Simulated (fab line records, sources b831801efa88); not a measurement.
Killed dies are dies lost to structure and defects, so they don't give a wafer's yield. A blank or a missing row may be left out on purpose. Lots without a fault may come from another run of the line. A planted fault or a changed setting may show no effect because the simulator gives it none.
fab line records | flow sky130
record lots=6 wafers=18 last_day=50
route steps=708 shown DNWELL@41 PWDE@45 NWELL@56 PAD_OPEN@708
lots that met no fault: from a run of the same line without faults
start_h: hours from the record's first day to the start of the lot's first wafer shown | wait_h: hours since the lot's step before | " the same as in the row above | L1.1+2: a row that stands for several wafers | - no value, or no start given | * or withheld: withheld | < > ~ a bound
route shown NAME@n: a module of which the file shows steps, and the number in the route of the first | usual: mean/standard deviation of fault-free wafers | same: alike in all rows | chamber/n: place in a boat | sites: the reading at each site | _std_site: their standard deviation | _edge_site: outer sites' mean less inner sites' | radius_mm: how far each site lies from the wafer's centre | mask NAME#n: copy n | behind: the tool/chamber that last shaped the wafer | hold: why the lot was held/for how many hours/how that ended | device: the transistor (n, p or np) that didn't switch | end of line: the same wafers' tests at the end of the route | a step without rows: its recipe alone | killed: dies lost to structure and defects at the first sort, not the wafer's yield | map: a wafer's dies, x killed, . not, _ none there
set.NAME: the setting as run; set.NAME@STEP: as run at that earlier step | model.NAME: the simulator's own value behind a step, which no gauge read
lots at some steps of the route; a table a step, a row a wafer
services: from which hour (start_h, from the record's first day; less than 0 if before it) a tool's chamber was out of use, for how many hours, and why
## steps
# step SKY_DNWELL_DEVELOP_06
# recipe wall_angle_deg=90 developer=TMAH develop_time_s=60 dev_temp_c=23
# step SKY_DNWELL_IMPLANT_07
# recipe species=P energy_kev=withheld dose_cm2=withheld tilt_deg=withheld
# step SKY_DNWELL_STRIP_08
# recipe chemistry=O2/N2 power_w=1400 pressure_mtorr=1500 platen_temp_c=withheld o2_flow_sccm=3000 n2_flow_sccm=300 overash_fraction=0.5
# usual drypump_motor_current_A=5.9/0.41 oes_product_au=0.722/0.0048 strip_time_to_endpoint_s=36.91/0.09
# same overash_fraction=0.5
# columns lot.wafer tool chamber start_h wait_h drypump_motor_current_A oes_product_au rf_hours_counter_h strip_time_to_endpoint_s
L282.2 plasma_asher-01 1 80.31 0.1 6.5 0.718 39 36.84
L282.3 " 0 " " 6.2 0.723 - 36.79
L282.4 " 1 " " 6.5 0.722 - 36.79
L289.1 plasma_asher-01 1 123.26 0.1 6.5 0.723 1 37.00
L289.5 " 1 " " 6.5 0.717 - 36.99
L289.6 " 0 " " 6.3 0.723 - 36.91
L291.1 plasma_asher-03 0 134.59 0.1 5.5 0.717 34 36.99
L291.2 " 1 " " 5.9 0.722 34 36.92
L291.6 " 0 " " 5.5 0.722 - 37.05
L292.4 plasma_asher-03 1 138.05 0.1 5.9 0.729 - 36.86
L292.5 " 0 " " 5.5 0.724 - 37.00
L292.6 " 1 " " 5.9 0.727 - 36.80
L294.1 plasma_asher-01 1 152.71 0.1 6.5 0.725 4 36.93
L294.2 " 0 " " 6.3 0.721 4 36.96
L294.6 " 1 " " 6.5 0.725 - 36.92
L295.3 plasma_asher-04 1 160.25 0.1 6.0 0.718 - 36.78
L295.4 " 0 " " 5.3 0.720 - 36.93
L295.6 " 0 " " 5.2 0.716 - 36.88
# step SKY_DNWELL_TW_MEAS_09
# usual DNWELL_TW=1110/5.8
# columns lot.wafer tool chamber start_h wait_h DNWELL_TW
L282.2 film_metro-02 - 80.42 0.1 1115
L282.3 " - " " 1112
L282.4 " - " " 1113
L289.1 film_metro-03 - 123.36 0.1 1108
L289.5 " - " " 1108
L289.6 " - " " 1106
L291.1 film_metro-03 - 134.69 0.1 1113
L291.2 " - " " 1111
L291.6 " - " " 1120
L292.4 film_metro-02 - 138.15 0.1 1109
L292.5 " - " " 1108
L292.6 " - " " 1113
L294.1 film_metro-02 - 152.81 0.1 1109
L294.2 " - " " 1110
L294.6 " - " " 1105
L295.3 film_metro-02 - 160.33 0.1 1106
L295.4 " - " " 1107
L295.6 " - " " 1116
# step SKY_PWDE_DEHYDRATE_00
# recipe temp_c=200 time_s=60
# step SKY_PWDE_HMDS_01
# recipe prime_time_s=60 prime_temp_c=120
# step SKY_PWDE_COAT_02
# recipe spin_rpm=2000 resist_thk_nm=3000
# step SKY_PWDE_SOFTBAKE_03
# recipe temp_c=110 time_s=withheld
# step SKY_PWDE_EXPOSE_04
# recipe mask_id=PWDEM na=0.6 source_shape=conventional sigma_outer=0.6 polarization=unpolarized target_cd_nm=840 dose_mj=214
# step SKY_PWDE_PEB_05
# recipe temp_c=115 time_s=withheld
# step SKY_PWDE_DEVELOP_06
# recipe wall_angle_deg=90 developer=TMAH develop_time_s=60 dev_temp_c=23
# step SKY_PWDE_OVL_MEAS_07
# usual PWDE_OVL=0.4/1.4
# columns lot.wafer tool chamber start_h wait_h PWDE_OVL[nm]
L282.2 overlay-01 - 97.19 - -0.6
L282.3 " - " " 0.3
L282.4 " - " " 1.1
L289.1 overlay-02 - 141.61 - 0.5
L289.5 " - " " 1.5
L289.6 " - " " 0.8
L291.1 overlay-02 - 153.84 - 0.4
L291.2 " - " " 0.3
L291.6 " - " " 0.3
L292.4 overlay-01 - 156.84 - -1.3
L292.5 " - " " 0.2
L292.6 " - " " -1.8
L294.1 overlay-01 - 171.86 - 0.6
L294.2 " - " " -0.3
L294.6 " - " " 0.5
L295.3 overlay-02 - 179.85 - 2.5
L295.4 " - " " 1.4
L295.6 " - " " 1.9
# step SKY_PWDE_IMPLANT_08
# recipe species=B energy_kev=150 dose_cm2=3.6e+12 tilt_deg=withheld
# usual beam_energy_keV=150.00/0.046 dose_ions_cm2=3.6e+12/4.5e+09 faraday_current_uA=20.2/0.41
# columns lot.wafer tool chamber start_h wait_h beam_energy_keV dose_ions_cm2 faraday_current_uA
L282.2 implanter-02 0 97.25 0.0 149.96 3.595e+12 20.8
L282.3 " 0 " " 149.98 3.599e+12 19.8
L282.4 " 0 " " 150.01 3.592e+12 20.2
L289.1 implanter-02 0 141.65 0.0 149.97 3.374e+12 19.1
L289.5 " 0 " " 149.97 3.377e+12 18.6
L289.6 " 0 " " 149.96 3.377e+12 18.7
L291.1 implanter-02 0 153.87 0.0 150.01 3.368e+12 18.9
L291.2 " 0 " " 150.00 3.369e+12 19.5
L291.6 " 0 " " 149.99 3.367e+12 18.7
L292.4 implanter-04 0 156.93 0.1 150.06 3.588e+12 20.3
L292.5 " 0 " " 149.93 3.59e+12 19.8
L292.6 " 0 " " 149.97 3.593e+12 20.5
L294.1 implanter-04 0 171.90 0.0 149.94 3.598e+12 20.6
L294.2 " 0 " " 149.93 3.604e+12 20.3
L294.6 " 0 " " 149.93 3.603e+12 19.8
L295.3 implanter-04 0 179.92 0.1 149.99 3.606e+12 20.6
L295.4 " 0 " " 149.98 3.609e+12 20.3
L295.6 " 0 " " 150.01 3.603e+12 20.0
# step SKY_PWDE_STRIP_09
# recipe chemistry=O2/N2 power_w=1400 pressure_mtorr=1500 platen_temp_c=withheld o2_flow_sccm=3000 n2_flow_sccm=300 overash_fraction=0.5
# usual drypump_motor_current_A=6.1/0.35 oes_product_au=0.722/0.0043 strip_time_to_endpoint_s=36.91/0.11
# same overash_fraction=0.5
# columns lot.wafer tool chamber start_h wait_h drypump_motor_current_A oes_product_au rf_hours_counter_h strip_time_to_endpoint_s
L282.2 plasma_asher-01 0 97.37 0.1 6.2 0.723 41 36.94
L282.3 " 0 " " 6.3 0.718 - 37.04
L282.4 " 1 " " 6.5 0.723 - 37.02
L289.1 plasma_asher-03 0 141.80 0.1 5.5 0.730 35 36.92
L289.5 " 0 " " 5.5 0.724 - 37.03
L289.6 " 1 " " 5.9 0.720 - 37.02
L291.1 plasma_asher-02 1 154.02 0.1 6.0 0.728 43 37.09
L291.2 " 0 " " 5.6 0.718 43 37.07
L291.6 " 0 " " 5.6 0.724 - 37.10
L292.4 plasma_asher-01 0 157.04 0.1 6.2 0.718 - 36.74
L292.5 " 0 " " 6.2 0.721 - 36.94
L292.6 " 1 " " 6.5 0.725 - 36.81
L294.1 plasma_asher-03 1 172.05 0.1 5.9 0.722 38 36.58
L294.2 " 0 " " 5.5 0.725 38 36.67
L294.6 " 0 " " 5.5 0.727 - 36.69
L295.3 plasma_asher-02 0 180.06 0.1 5.6 0.721 - 36.83
L295.4 " 1 " " 6.0 0.719 - 36.99
L295.6 " 1 " " 6.0 0.717 - 36.86
# step SKY_PWDE_TW_MEAS_10
# usual PWDE_TW=373.3/2.4
# columns lot.wafer tool chamber start_h wait_h PWDE_TW
L282.2 film_metro-03 - 97.48 0.1 375.4
L282.3 " - " " 373.2
L282.4 " - " " 374.3
L289.1 film_metro-04 - 141.90 0.1 366.9
L289.5 " - " " 367.0
L289.6 " - " " 368.4
L291.1 film_metro-04 - 154.12 0.1 367.6
L291.2 " - " " 366.8
L291.6 " - " " 367.0
L292.4 film_metro-04 - 157.14 0.1 375.2
L292.5 " - " " 373.2
L292.6 " - " " 372.0
L294.1 film_metro-02 - 172.15 0.1 370.4
L294.2 " - " " 368.0
L294.6 " - " " 369.2
L295.3 film_metro-02 - 180.14 0.1 368.6
L295.4 " - " " 369.1
L295.6 " - " " 367.9
# step SKY_NWELL_DEHYDRATE_03
# recipe temp_c=200 time_s=60
# step SKY_NWELL_HMDS_04
# recipe prime_time_s=60 prime_temp_c=120
# step SKY_NWELL_COAT_05
# recipe spin_rpm=2000 resist_thk_nm=3000
# step SKY_NWELL_SOFTBAKE_06
# recipe temp_c=110 time_s=withheld
# step SKY_NWELL_EXPOSE_07
# recipe mask_id=NWM na=0.6 source_shape=conventional sigma_outer=0.6 polarization=unpolarized target_cd_nm=840 dose_mj=255
# step SKY_NWELL_PEB_08
# recipe temp_c=115 time_s=withheld
# step SKY_NWELL_DEVELOP_09
# recipe wall_angle_deg=90 developer=TMAH develop_time_s=60 dev_temp_c=23
# step SKY_NWELL_OVL_MEAS_10
# usual NWELL_00_OVL=-0.2/1.5
# columns lot.wafer tool chamber start_h wait_h NWELL_00_OVL[nm]
L282.2 overlay-01 - 115.16 - 0.9
L282.3 " - " " 0.9
L282.4 " - " " 0.1
L289.1 overlay-02 - 160.54 - 0.3
L289.5 " - " " -0.5
L289.6 " - " " 0.2
L291.1 overlay-01 - 173.37 - 2.5
L291.2 " - " " 1.7
L291.6 " - " " 3.1
L292.4 overlay-01 - 177.49 - 0.7
L292.5 " - " " 1.4
L292.6 " - " " 0.3
L294.1 overlay-02 - 192.69 - -0.3
L294.2 " - " " -0.7
L294.6 " - " " -2.0
L295.3 overlay-01 - 200.80 - 0.1
L295.4 " - " " -0.6
L295.6 " - " " 2.0
# step SKY_NWELL_IMPLANT_11
# recipe species=P energy_kev=400 dose_cm2=1.9e+13 tilt_deg=withheld
# step SKY_NWELL_IMPLANT_12
# recipe species=P energy_kev=120 dose_cm2=1.3e+12 tilt_deg=withheld
# step SKY_NWELL_IMPLANT_13
# recipe species=P energy_kev=50 dose_cm2=7e+11 tilt_deg=withheld
# step SKY_NWELL_STRIP_14
# recipe chemistry=O2/N2 power_w=1400 pressure_mtorr=1500 platen_temp_c=withheld o2_flow_sccm=3000 n2_flow_sccm=300 overash_fraction=0.5
# usual drypump_motor_current_A=6.0/0.4 oes_product_au=0.722/0.0043 strip_time_to_endpoint_s=36.93/0.096
# same overash_fraction=0.5
# columns lot.wafer tool chamber start_h wait_h drypump_motor_current_A oes_product_au rf_hours_counter_h strip_time_to_endpoint_s
L282.2 plasma_asher-02 0 115.64 0.1 5.6 0.720 42 36.85
L282.3 " 0 " " 5.6 0.721 - 36.82
L282.4 " 1 " " 6.0 0.727 - 36.82
L289.1 plasma_asher-01 0 161.02 0.1 6.3 0.717 5 37.08
L289.5 " 0 " " 6.3 0.721 - 37.18
L289.6 " 1 " " 6.5 0.723 - 37.08
L291.1 plasma_asher-02 0 173.85 0.1 5.6 0.723 45 37.00
L291.2 " 1 " " 6.0 0.719 45 36.99
L291.6 " 1 " " 6.0 0.720 - 37.03
L292.4 plasma_asher-02 0 177.99 0.1 5.6 0.727 - 36.89
L292.5 " 0 " " 5.6 0.719 - 36.96
L292.6 " 1 " " 6.0 0.720 - 36.84
L294.1 plasma_asher-04 1 193.17 0.1 6.0 0.713 53 37.00
L294.2 " 0 " " 5.2 0.721 53 36.97
L294.6 " 0 " " 5.3 0.720 - 36.91
L295.3 plasma_asher-01 0 201.31 0.1 6.2 0.724 - 37.12
L295.4 " 1 " " 6.5 0.720 - 36.99
L295.6 " 1 " " 6.5 0.723 - 37.05
# step SKY_NWELL_TW_MEAS_15
# usual NWELL_TW=1820/9.2
# columns lot.wafer tool chamber start_h wait_h NWELL_TW
L282.2 film_metro-03 - 115.75 0.1 1824
L282.3 " - " " 1816
L282.4 " - " " 1815
L289.1 film_metro-04 - 161.12 0.1 1827
L289.5 " - " " 1812
L289.6 " - " " 1829
L291.1 film_metro-04 - 173.95 0.1 1823
L291.2 " - " " 1832
L291.6 " - " " 1832
L292.4 film_metro-04 - 178.08 0.1 1820
L292.5 " - " " 1827
L292.6 " - " " 1827
L294.1 film_metro-02 - 193.27 0.1 1812
L294.2 " - " " 1812
L294.6 " - " " 1812
L295.3 film_metro-03 - 201.39 0.1 1826
L295.4 " - " " 1824
L295.6 " - " " 1818
# step SKY_NWELL_DEHYDRATE_16
# recipe temp_c=200 time_s=60
# step SKY_NWELL_HMDS_17
# recipe prime_time_s=60 prime_temp_c=120
# step SKY_NWELL_COAT_18
# recipe spin_rpm=2000 resist_thk_nm=3000
# step SKY_NWELL_SOFTBAKE_19
# recipe temp_c=110 time_s=withheld
# step SKY_NWELL_EXPOSE_20
# recipe mask_id=NWM_COMPLEMENT na=0.6 source_shape=conventional sigma_outer=0.6 polarization=unpolarized target_cd_nm=840 dose_mj=260
# step SKY_NWELL_PEB_21
# recipe temp_c=115 time_s=withheld
# step SKY_NWELL_DEVELOP_22
# recipe wall_angle_deg=90 developer=TMAH develop_time_s=60 dev_temp_c=23
# step SKY_NWELL_OVL_MEAS_23
# usual NWELL_01_OVL=-0.1/1.2
# columns lot.wafer tool chamber start_h wait_h NWELL_01_OVL[nm]
L282.2 overlay-02 - 134.09 - 0.4
L282.3 " - " " 1.0
L282.4 " - " " 0.3
L289.1 overlay-02 - 180.57 - 1.6
L289.5 " - " " 0.6
L289.6 " - " " 2.3
L291.1 overlay-02 - 194.07 - -0.7
L291.2 " - " " 0.4
L291.6 " - " " -0.5
L292.4 overlay-01 - 198.99 - 0.4
L292.5 " - " " 1.6
L292.6 " - " " -1.0
L294.1 overlay-02 - 214.94 - 3.1
L294.2 " - " " 2.0
L294.6 " - " " 1.8
L295.3 overlay-02 - 223.58 - 2.2
L295.4 " - " " 0.8
L295.6 " - " " 0.7
# step SKY_NWELL_IMPLANT_24
# recipe species=B energy_kev=140 dose_cm2=9.2e+12 tilt_deg=withheld
# step SKY_NWELL_STRIP_25
# recipe chemistry=O2/N2 power_w=1400 pressure_mtorr=1500 platen_temp_c=withheld o2_flow_sccm=3000 n2_flow_sccm=300 overash_fraction=0.5
# usual drypump_motor_current_A=5.8/0.39 oes_product_au=0.722/0.0053 strip_time_to_endpoint_s=36.97/0.096
# same overash_fraction=0.5
# columns lot.wafer tool chamber start_h wait_h drypump_motor_current_A oes_product_au rf_hours_counter_h strip_time_to_endpoint_s
L282.2 plasma_asher-04 0 134.27 0.1 5.2 0.723 47 36.81
L282.3 " 0 " " 5.2 0.722 - 36.83
L282.4 " 1 " " 6.0 0.727 - 36.81
L289.1 plasma_asher-02 0 180.75 0.1 5.6 0.719 46 36.93
L289.5 " 1 " " 6.0 0.723 - 37.00
L289.6 " 0 " " 5.6 0.726 - 36.95
L291.1 plasma_asher-04 0 194.25 0.1 5.2 0.725 53 36.71
L291.2 " 1 " " 6.0 0.720 53 36.79
L291.6 " 1 " " 6.0 0.723 - 36.79
L292.4 plasma_asher-02 0 199.19 0.1 5.6 0.722 - 36.88
L292.5 " 0 " " 5.6 0.720 - 36.90
L292.6 " 1 " " 6.0 0.728 - 36.91
L294.1 plasma_asher-04 1 215.12 0.1 6.0 0.716 55 37.04
L294.2 " 0 " " 5.3 0.714 55 37.07
L294.6 " 0 " " 5.3 0.723 - 37.09
L295.3 plasma_asher-02 0 223.79 0.1 5.6 0.723 - 36.90
L295.4 " 1 " " 6.0 0.731 - 36.98
L295.6 " 0 " " 5.6 0.723 - 36.95
# step SKY_NWELL_TW_MEAS_26
# usual NWELL_2_TW=495.7/3
# columns lot.wafer tool chamber start_h wait_h NWELL_2_TW
L282.2 film_metro-02 - 134.38 0.1 497.0
L282.3 " - " " 494.7
L282.4 " - " " 496.8
L289.1 film_metro-02 - 180.85 0.1 491.2
L289.5 " - " " 489.2
L289.6 " - " " 492.3
L291.1 film_metro-02 - 194.35 0.1 493.7
L291.2 " - " " 491.7
L291.6 " - " " 497.0
L292.4 film_metro-03 - 199.28 0.1 498.2
L292.5 " - " " 497.5
L292.6 " - " " 495.3
L294.1 film_metro-04 - 215.22 0.1 498.3
L294.2 " - " " 499.7
L294.6 " - " " 496.2
L295.3 film_metro-03 - 223.87 0.1 497.1
L295.4 " - " " 497.4
L295.6 " - " " 496.2
# step SKY_NWELL_CLEAN_27
# recipe chemistry=SC1/SC2 mix=1:4:20 temp_c=70 time_s=150 dry=n2_spin
# step SKY_NWELL_RTA_28
# recipe temp_c=1050 time_s=30 idle_temp_c=650 ramp_up_c_per_s=150 ramp_down_c_per_s=90 ambient=N2
# usual lamp_power_pct=25.30/0.054 wafer_temp_C_max=1054.8/0.9
# columns lot.wafer tool chamber start_h wait_h lamp_power_pct wafer_temp_C_max
L282.2 rtp_anneal-02 0 134.50 0.0 25.24 1053.9
L282.3 " 0 " " 25.29 1055.2
L282.4 " 0 " " 25.34 1053.9
L289.1 rtp_anneal-02 0 180.96 0.0 25.23 1055.3
L289.5 " 0 " " 25.32 1055.9
L289.6 " 0 " " 25.27 1054.7
L291.1 rtp_anneal-01 0 194.47 0.0 25.48 1057.3
L291.2 " 0 " " 25.34 1055.6
L291.6 " 0 " " 25.35 1055.1
L292.4 rtp_anneal-02 0 199.41 0.1 25.21 1054.8
L292.5 " 0 " " 25.31 1055.4
L292.6 " 0 " " 25.37 1054.8
L294.1 rtp_anneal-02 0 215.34 0.0 25.27 1056.7
L294.2 " 0 " " 25.33 1055.5
L294.6 " 0 " " 25.35 1053.5
L295.3 rtp_anneal-01 0 224.00 0.0 25.29 1055.9
L295.4 " 0 " " 25.22 1055.8
L295.6 " 0 " " 25.27 1055.1
# step SKY_NWELL_RS_MEAS_29
# recipe thk_meas_gauge=four-point-probe
# usual NWELL_RS=625.0/1.6
# columns lot.wafer tool chamber start_h wait_h NWELL_RS[ohm/sq]
L282.2 film_metro-02 - 134.61 0.1 623.7
L282.3 " - " " 624.5
L282.4 " - " " 625.9
L289.1 film_metro-03 - 181.06 0.1 625.6
L289.5 " - " " 625.2
L289.6 " - " " 626.8
L291.1 film_metro-04 - 194.57 0.1 623.8
L291.2 " - " " 621.0
L291.6 " - " " 623.4
L292.4 film_metro-04 - 199.52 0.1 623.0
L292.5 " - " " 621.8
L292.6 " - " " 622.8
L294.1 film_metro-02 - 215.44 0.1 626.0
L294.2 " - " " 627.6
L294.6 " - " " 624.0
L295.3 film_metro-02 - 224.10 0.1 626.1
L295.4 " - " " 626.7
L295.6 " - " " 625.3
# step SKY_NWELL_RS_MEAS_31
# recipe thk_meas_gauge=four-point-probe
# usual PWDE_RS=5283/17
# columns lot.wafer tool chamber start_h wait_h PWDE_RS[ohm/sq]
L282.2 film_metro-02 - 134.85 0.1 5274
L282.3 " - " " 5266
L282.4 " - " " 5263
L289.1 film_metro-03 - 181.30 0.1 5553
L289.5 " - " " 5551
L289.6 " - " " 5566
L291.1 film_metro-04 - 194.81 0.1 5547
L291.2 " - " " 5573
L291.6 " - " " 5536
L292.4 film_metro-04 - 199.76 0.1 5282
L292.5 " - " " 5291
L292.6 " - " " 5283
L294.1 film_metro-02 - 215.68 0.1 5279
L294.2 " - " " 5295
L294.6 " - " " 5283
L295.3 film_metro-02 - 224.34 0.1 5275
L295.4 " - " " 5269
L295.6 " - " " 5277
# step SKY_PAD_OPEN_PROBE_99
# usual killed_at_M0_to_M3=42/6.6 killed_at_M4_up=3.1/1.9 killed_at_contacts=25/5.7 killed_at_front_end=16/5 killed_at_other=0.2/0.38 killed_dies=86/9.6 killed_open=47/7.2 killed_short=39/6.2
# same gross_dies=492 killed_at_back_side=0
# columns lot.wafer tool chamber start_h wait_h killed_at_M0_to_M3 killed_at_M4_up killed_at_contacts killed_at_front_end killed_at_other killed_dies killed_open killed_short model.etest.res_pwde_under_gate.rs_ohm_sq
L282.2 prober-01 - 1105.55 0.1 42 2 19 8 0 71 35 36 6161
L282.3 prober-01 - 1105.60 0.2 44 2 19 12 0 77 46 31 6132
L282.4 prober-01 - 1105.65 0.2 45 4 22 8 0 79 41 38 6115
L289.1 prober-02 - 1152.69 0.1 40 3 32 9 0 84 52 32 6421
L289.5 prober-02 - 1152.89 0.2 43 3 32 12 1 91 44 47 6438
L289.6 prober-02 - 1152.94 0.2 45 3 28 26 0 102 60 42 6433
L291.1 prober-02 - 1166.54 0.1 45 3 19 8 0 75 48 27 6512
L291.2 prober-02 - 1166.59 0.1 40 10 25 11 0 86 42 44 6580
L291.6 prober-02 - 1166.79 0.2 40 0 30 20 0 90 51 39 6508
L292.4 prober-01 - 1167.89 0.2 45 0 19 14 0 78 40 38 6167
L292.5 prober-01 - 1167.94 0.2 39 4 20 21 0 84 35 49 6121
L292.6 prober-01 - 1167.99 0.2 46 2 28 16 0 92 54 38 6166
L294.1 prober-01 - 1178.66 0.1 38 5 20 14 0 77 47 30 6233
L294.2 prober-01 - 1178.71 0.1 38 1 28 15 0 82 44 38 6280
L294.6 prober-01 - 1178.91 0.2 42 3 19 20 1 85 46 39 6173
L295.3 prober-02 - 1189.86 0.2 51 1 24 24 0 100 65 35 6217
L295.4 prober-02 - 1189.91 0.2 39 3 24 10 1 77 45 32 6207
L295.6 prober-02 - 1190.01 0.2 44 8 14 16 0 82 45 37 6230
# killed by level:class
L282.2 VIA3:geometric_particle:open=8 LI_CONTACT:geometric_particle:open=7 VIA1:geometric_particle:open=7 VIA1:geometric_particle:short=6 VIA2:geometric_particle:open=5 METAL1:geometric_particle:short=5 LI_CONTACT:geometric_particle:short=4 LOCAL_INTERCONNECT:geometric_particle:short=4
L282.3 VIA1:geometric_particle:open=13 VIA2:geometric_particle:open=10 CONTACT:geometric_particle:open=7 FIELD_ISO:geometric_particle:open=6 LOCAL_INTERCONNECT:geometric_particle:short=5 METAL1:geometric_particle:short=5 LI_CONTACT:geometric_particle:open=4 VIA2:geometric_particle:short=4
L282.4 VIA1:geometric_particle:open=11 METAL2:geometric_particle:short=8 CONTACT:geometric_particle:short=7 VIA2:geometric_particle:open=6 CONTACT:geometric_particle:open=5 METAL1:geometric_particle:short=4 LI_CONTACT:geometric_particle:open=4 VIA1:geometric_particle:short=4
L289.1 CONTACT:geometric_particle:open=18 VIA1:geometric_particle:open=16 LI_CONTACT:geometric_particle:open=5 METAL2:geometric_particle:short=4 VIA3:geometric_particle:short=4 VIA1:geometric_particle:short=3 CONTACT:geometric_particle:short=3 METAL1:geometric_particle:short=3
L289.5 VIA1:geometric_particle:open=11 CONTACT:geometric_particle:short=11 LOCAL_INTERCONNECT:geometric_particle:short=8 VIA2:geometric_particle:open=7 LI_CONTACT:geometric_particle:open=6 FIELD_ISO:geometric_particle:open=5 CONTACT:geometric_particle:open=5 METAL2:geometric_particle:short=5
L289.6 VIA1:geometric_particle:open=14 LI_CONTACT:geometric_particle:open=11 CONTACT:geometric_particle:open=10 FIELD_ISO:geometric_particle:short=8 POLY_GATE:geometric_particle:short=7 FIELD_ISO:geometric_particle:open=6 VIA1:geometric_particle:short=6 VIA2:geometric_particle:open=6
L291.1 VIA1:geometric_particle:open=11 VIA2:geometric_particle:open=7 LI_CONTACT:geometric_particle:open=6 CONTACT:geometric_particle:open=5 METAL2:geometric_particle:short=5 LOCAL_INTERCONNECT:geometric_particle:short=4 VIA1:geometric_particle:short=4 METAL3:geometric_particle:short=4
L291.2 CONTACT:geometric_particle:open=10 VIA1:geometric_particle:open=8 VIA2:geometric_particle:short=6 LI_CONTACT:geometric_particle:open=6 CONTACT:geometric_particle:short=6 METAL2:geometric_particle:short=6 VIA2:geometric_particle:open=6 METAL4:geometric_particle:short=6
L291.6 VIA1:geometric_particle:open=12 LI_CONTACT:geometric_particle:open=8 CONTACT:geometric_particle:open=7 POLY_GATE:geometric_particle:short=6 VIA3:geometric_particle:open=6 LOCAL_INTERCONNECT:geometric_particle:short=6 METAL2:geometric_particle:short=6 CONTACT:geometric_particle:short=5
L292.4 VIA1:geometric_particle:open=10 METAL2:geometric_particle:short=7 VIA1:geometric_particle:short=6 LI_CONTACT:geometric_particle:open=5 CONTACT:geometric_particle:open=5 CONTACT:geometric_particle:short=4 METAL1:geometric_particle:short=4 VIA2:geometric_particle:open=4
L292.5 POLY_GATE:geometric_particle:short=9 METAL2:geometric_particle:short=7 CONTACT:geometric_particle:short=7 VIA1:geometric_particle:open=7 VIA1:geometric_particle:short=7 CONTACT:geometric_particle:open=5 VIA2:geometric_particle:open=5 LOCAL_INTERCONNECT:geometric_particle:short=4
L292.6 CONTACT:geometric_particle:open=16 VIA1:geometric_particle:open=13 LI_CONTACT:geometric_particle:open=6 VIA2:geometric_particle:short=6 POLY_GATE:geometric_particle:short=5 VIA1:geometric_particle:short=5 METAL2:geometric_particle:short=5 VIA3:geometric_particle:open=5
L294.1 CONTACT:geometric_particle:open=14 VIA1:geometric_particle:open=10 VIA2:geometric_particle:open=6 VIA1:geometric_particle:short=5 VIA3:geometric_particle:open=4 FIELD_ISO:geometric_particle:open=3 FIELD_ISO:geometric_particle:short=3 METAL4:geometric_particle:short=3
L294.2 VIA1:geometric_particle:open=10 CONTACT:geometric_particle:short=8 VIA3:geometric_particle:open=8 CONTACT:geometric_particle:open=7 LI_CONTACT:geometric_particle:open=6 LOCAL_INTERCONNECT:geometric_particle:short=6 FIELD_ISO:geometric_particle:short=5 METAL1:geometric_particle:short=5
L294.6 VIA1:geometric_particle:open=9 METAL2:geometric_particle:short=7 LI_CONTACT:geometric_particle:open=6 CONTACT:geometric_particle:open=6 POLY_GATE:geometric_particle:open=5 METAL1:geometric_particle:open=5 FIELD_ISO:geometric_particle:open=4 POLY_GATE:geometric_particle:short=4
L295.3 VIA1:geometric_particle:open=14 VIA2:geometric_particle:open=11 LI_CONTACT:geometric_particle:open=10 CONTACT:geometric_particle:open=8 VIA1:geometric_particle:short=6 POLY_GATE:geometric_particle:open=5 FIELD_ISO:geometric_particle:open=4 POLY_GATE:geometric_particle:short=4
L295.4 CONTACT:geometric_particle:open=14 METAL1:geometric_particle:short=9 VIA1:geometric_particle:open=6 VIA3:geometric_particle:open=5 LI_CONTACT:geometric_particle:open=4 METAL2:geometric_particle:short=4 POLY_GATE:geometric_particle:open=3 VIA3:geometric_particle:short=3
L295.6 VIA2:geometric_particle:open=13 VIA3:geometric_particle:open=12 METAL4:geometric_particle:short=8 FIELD_ISO:geometric_particle:short=7 VIA1:geometric_particle:open=7 FIELD_ISO:geometric_particle:open=5 LOCAL_INTERCONNECT:geometric_particle:short=4 CONTACT:geometric_particle:open=4
## services
# columns tool chamber start_h hours kind
implanter-04 - 66.48 1.0 repair
implanter-04 - 82.56 3.4 pm
plasma_asher-04 - 93.76 3.0 repair
implanter-04 - 94.99 2.5 repair
rtp_anneal-01 - 106.91 6.2 pm
plasma_asher-01 - 108.75 9.0 pm
plasma_asher-01 0 108.75 9.0 vent_cycle
plasma_asher-01 1 108.75 9.0 vent_cycle
implanter-04 - 112.71 2.5 pm
plasma_asher-01 0 117.75 - clean
plasma_asher-01 1 117.75 - clean
plasma_asher-02 - 118.22 33.8 repair
plasma_asher-04 - 145.26 1.1 repair
plasma_asher-01 - 175.24 3.8 repair
plasma_asher-03 - 194.18 3.4 repair
## key
first_sign step=SKY_PWDE_IMPLANT_08 reading=dose_ions_cm2 direction=down sigmas=51 usual=* struck=*
effect step=SKY_PWDE_IMPLANT_08 reading=faraday_current_uA direction=down sigmas=3.2 usual=20.2 struck=18.9
effect step=SKY_PWDE_TW_MEAS_10 reading=PWDE_TW direction=down sigmas=2.5 usual=373.3 struck=367.3
effect step=SKY_NWELL_RS_MEAS_31 reading=PWDE_RS direction=up sigmas=16 usual=5283 struck=5555
model_effect step=SKY_PAD_OPEN_PROBE_99 value=etest.res_pwde_under_gate.rs_ohm_sq without=6102 struck=6482
met_at SKY_PWDE_IMPLANT_08
struck_wafers L289.1,L289.5,L289.6,L291.1,L291.2,L291.6
tester_left_out L289,L291
onset_between 97.25 141.65
fault kind=process_parameter_drift tool=implanter-02 chamber=- onset_h=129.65 steps=SKY_PWDE_IMPLANT_08 channel=dose_cm2 offset=* shape=step end_h=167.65 acts_in=* stated=*
# tester_left_out: of these lots the tester's yield and bins aren't shown, on N5 and GAA mostly nor the transistor test; their killed dies are dies lost to structure and defects alone, not to doping, threshold or leakage, so they don't give the yield
